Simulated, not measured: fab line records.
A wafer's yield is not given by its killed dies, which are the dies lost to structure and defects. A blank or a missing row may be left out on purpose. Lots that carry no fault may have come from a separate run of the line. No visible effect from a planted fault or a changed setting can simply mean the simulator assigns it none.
Matching of chambers	flow gf180mcu	GF_V4_CMP_26 on cmp-01 has 4 sister chambers
The step polishes, stops on SiO2, t overpolish 15 s, target thk 0 nm. 4 wafers are shown with their chamber, then 9 later ones without.

## WAFERS WITH THEIR CHAMBER
wafer	chamber	motor-current-A (A)
L729.4	1	10.8
L730.2	2	10.6
L730.4	3	10.0
L730.5	0	12.1

## WAFERS MISSING THEIR CHAMBER
wafer	motor-current-A (A)
L732.1	10.0
L732.2	11.8
L732.6	9.9
L735.2	10.5
L735.4	11.4
L735.5	11.7
L738.1	11.5
L738.2	10.0
L738.5	10.4

## WHICH CHAMBER EACH ONE RAN IN
wafer	from the rows above	in truth
L732.1	can't be placed: 3 or 2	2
L732.2	0	0
L732.6	can't be placed: 3 or 2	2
L735.2	can't be placed: 2 or 1 or 3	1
L735.4	can't be placed: 1 or 0 or 2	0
L735.5	can't be placed: 0 or 1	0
L738.1	can't be placed: 0 or 1 or 2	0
L738.2	can't be placed: 3 or 2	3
L738.5	can't be placed: 2 or 1 or 3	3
Correct placement for 1 of the 9. Cannot be placed on the basis of these rows: 8; the candidates contain the true chamber in 8. Placed wrongly: 0.
How it was worked out, from the rows above alone: a wafer's distance from a chamber is the root of the sum, over the readings, of the square of ((its reading less the chamber's mean) divided by the reading's scatter). If the next closest chamber is less than 2 further off than the closest, the wafer can't be placed; otherwise it belongs to the closest. For every chamber, the mean is computed from those of its wafers that are shown. The scatter: root of mean squared gap, hidden wafer to nearest shown wafer, with one shown wafer a chamber.
